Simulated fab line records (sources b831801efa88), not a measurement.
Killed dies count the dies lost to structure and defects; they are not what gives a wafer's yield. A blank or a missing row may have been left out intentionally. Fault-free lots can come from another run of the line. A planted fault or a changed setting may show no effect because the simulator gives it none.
Matching of chambers	flow sky130	SKY_VIA2_CMP_02 on cmp-02 has 4 sister chambers
The step polishes SiO2. 4 wafers are shown with their chamber, then 9 later ones without.

== WAFERS WITH THEIR CHAMBER ==
wafer	chamber	motor_current_A (A)
L082.6	1	11.0
L085.1	0	13.2
L085.2	2	12.5
L085.4	3	13.5

== WAFERS WITH NO CHAMBER GIVEN ==
wafer	motor_current_A (A)
L087.2	13.1
L087.4	11.5
L087.6	13.2
L088.2	11.7
L088.3	13.8
L088.6	12.6
L095.1	13.7
L095.5	11.4
L095.6	13.9

== THE CHAMBER EACH PASSED THROUGH ==
wafer	from the rows above	in truth
L087.2	can't be placed: 0 or 3 or 2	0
L087.4	can't be placed: 1 or 2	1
L087.6	can't be placed: 0 or 3 or 2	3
L088.2	can't be placed: 1 or 2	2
L088.3	can't be placed: 3 or 0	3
L088.6	can't be placed: 2 or 0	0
L095.1	can't be placed: 3 or 0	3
L095.5	can't be placed: 1 or 2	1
L095.6	can't be placed: 3 or 0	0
Correctly placed: 0 of 9. These rows do not allow placing 9 (true chamber among the candidates in 9). 0 placed wrongly.
How it was worked out, from the rows above alone: a wafer's distance from a chamber is the root of the sum, over the readings, of the square of ((its reading less the chamber's mean) divided by the reading's scatter). If the next closest chamber is less than 2 further off than the closest, the wafer can't be placed; otherwise it belongs to the closest. Each chamber's mean is taken over the wafers shown for it. The scatter: root of mean squared gap, hidden wafer to nearest shown wafer, with one shown wafer a chamber.
